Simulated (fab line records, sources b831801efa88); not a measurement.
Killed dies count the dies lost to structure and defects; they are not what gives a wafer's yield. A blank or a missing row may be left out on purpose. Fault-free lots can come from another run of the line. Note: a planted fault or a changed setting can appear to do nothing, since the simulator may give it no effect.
Which of the tools did it?	flow gf180mcu	9 lots with 27 wafers sampled at 6 steps, on a route of 602 steps

WHAT THE GAUGES SHOWED, per wafer
GF_STI_THK_MEAS_22. Usual: for STI_OXIDATION_01_THK the level is 15.1 nm and the standard deviation is 0.34.
lot	measured	on	STI_OXIDATION_01_THK (nm)	flag
L392	day 2 04:36	filmMetro-01	15.7 15.6 15.4	
L393	day 2 08:32	filmMetro-02	15.3 15.1 14.9	
L394	day 2 14:57	filmMetro-01	15.1 15.4 15.0	
L395	day 2 18:55	filmMetro-01	15.6 15.8 15.8	
L396	day 3 00:28	filmMetro-02	15.7 15.5 15.4	
L397	day 3 05:07	filmMetro-02	15.0 15.0 15.0	
L403	day 4 12:19	filmMetro-01	15.2 15.2 15.4	
L404	day 4 16:52	filmMetro-02	14.4 14.6 14.6	
L405	day 4 22:59	filmMetro-02	15.2 15.1 15.0	

GF_DNWELL_TW_MEAS_09. Usual: for DNWELL_TW the level is 1347 and the standard deviation is 9.2.
lot	measured	on	DNWELL_TW	flag
L392	day 2 19:08	filmMetro-04	1337 1345 1339	
L393	day 2 23:40	filmMetro-02	1340 1341 1352	
L394	day 3 06:07	filmMetro-03	1330 1338 1324	
L395	day 3 10:16	filmMetro-03	1336 1337 1333	
L396	day 3 15:32	filmMetro-03	1334 1336 1336	
L397	day 3 21:29	filmMetro-04	1349 1355 1356	
L403	day 5 06:25	filmMetro-02	1341 1334 1335	
L404	day 5 10:01	filmMetro-03	1342 1343 1347	
L405	day 5 15:38	filmMetro-04	1357 1357 1354	

GF_MVSD_TW_MEAS_11. Usual: for MVSD_TW the level is 1576 and the standard deviation is 11.
lot	measured	on	MVSD_TW	flag
L392	day 4 11:46	filmMetro-04	1587 1592 1595	
L393	day 4 15:27	filmMetro-01	1564 1563 1558	
L394	day 4 23:24	filmMetro-04	1601 1593 1587	
L395	day 5 04:18	filmMetro-04	1593 1596 1591	
L396	day 5 09:14	filmMetro-04	1591 1589 1595	
L397	day 5 15:22	filmMetro-04	1584 1594 1588	
L403	day 7 04:09	filmMetro-01	2361 2377 2370	OFF
L404	day 7 07:56	filmMetro-04	2390 2381 2397	OFF
L405	day 7 14:24	filmMetro-02	2368 2380 2383	OFF

GF_VT_IMPLANT_OVL_MEAS_18. Usual: for VT_IMPLANT_01_OVL the level is -0.6 nm and the standard deviation is 1.3.
lot	measured	on	VT_IMPLANT_01_OVL (nm)	flag
L392	day 6 05:39	overlay-02	0.6 -1.1 -0.6	
L393	day 6 11:32	overlay-02	-0.5 -0.8 -2.5	
L394	day 6 20:18	overlay-02	-1.3 -0.3 1.7	
L395	day 7 00:40	overlay-02	-3.4 -1.4 -2.3	
L396	day 7 06:07	overlay-01	-1.1 1.3 0.6	
L397	day 7 13:51	overlay-02	-2.8 -0.6 -1.5	
L403	day 9 05:57	overlay-02	-1.3 -1.3 -1.9	
L404	day 9 10:06	overlay-01	-0.1 -0.6 0.4	
L405	day 9 16:52	overlay-01	0.2 -0.1 -1.5	

GF_VT_IMPLANT_RS_MEAS_46: measurement is done with a four-point probe. Usual: for MVSD_RS the level is 456.5 ohm/sq and the standard deviation is 1.
lot	measured	on	MVSD_RS (ohm/sq)	flag
L392	day 7 13:21	filmMetro-01	457.3 458.2 458.0	
L393	day 7 18:27	filmMetro-02	455.7 456.1 456.5	
L394	day 8 05:07	filmMetro-02	454.9 455.8 456.6	
L395	day 8 09:13	filmMetro-02	456.7 454.5 455.5	
L396	day 8 15:22	filmMetro-02	456.3 456.3 455.7	
L397	day 8 22:59	filmMetro-04	456.3 455.9 456.8	
L403	day 10 18:20	filmMetro-04	- - -	OFF
L404	day 10 23:01	filmMetro-01	- - -	OFF
L405	day 11 05:49	filmMetro-02	- - -	OFF

TOOL THAT RAN EACH LOT (tool first, then ch and the chambers of the sampled wafers, then the start)
lot	GF_MVSD_IMPLANT_08
L392	implanter-03 ch 0, day 4 11:22
L393	implanter-01 ch 0, day 4 15:05
L394	implanter-01 ch 0, day 4 23:01
L395	implanter-03 ch 0, day 5 03:55
L396	implanter-03 ch 0, day 5 08:52
L397	implanter-04 ch 0, day 5 14:59
L403	implanter-03 ch 0, day 7 03:46
L404	implanter-01 ch 0, day 7 07:32
L405	implanter-03 ch 0, day 7 14:01
- GF_MVSD_IMPLANT_08

WHAT THE TOOLS THEMSELVES READ (means of the sampled wafers that have a number; where no wafer has one, the mark that the record gives instead)
GF_MVSD_IMPLANT_08. Usual: beamOnS 10.00 s, standard deviation 0.21; doseIonsCm2 1.6001e+13, standard deviation 1.9e+10.
lot	tool	beamOnS (s)	doseIonsCm2	flag
L392	implanter-03	9.85	1.6003e+13	
L393	implanter-01	9.94	1.6003e+13	
L394	implanter-01	9.94	1.5996e+13	
L395	implanter-03	9.77	1.6002e+13	
L396	implanter-03	10.09	1.6010e+13	
L397	implanter-04	10.40	1.6024e+13	
L403	implanter-03	10.14	1.6001e+13	
L404	implanter-01	9.98	1.6003e+13	
L405	implanter-03	9.93	1.5984e+13	

THE ANSWER, worked out from the rows above alone
Rule: lot off if the mean of its wafers having a number is beyond 3 standard deviations from the usual mean. A lot without any number at a reading at which 4 lots or more have one is off too. Any other lot the step has rows for is counted as sound. Order of review: gauges by route order, followed by the tools' own readings, for which a lot's mean as printed above is used. At the first step where some lot is off, the reading lying furthest off is the one used; lots without a number count as furthest.
Off: L403, L404, L405, seen at GF_MVSD_TW_MEAS_11 (MVSD_TW).
If a tool, at a process step before that reading, ran all the lots that are off and no sound lot after the first of them, it fits. Gauges at GF_MVSD_TW_MEAS_11: tried the same way as those tools. None of those tried fits.

WHAT THE SIMULATOR PUT IN
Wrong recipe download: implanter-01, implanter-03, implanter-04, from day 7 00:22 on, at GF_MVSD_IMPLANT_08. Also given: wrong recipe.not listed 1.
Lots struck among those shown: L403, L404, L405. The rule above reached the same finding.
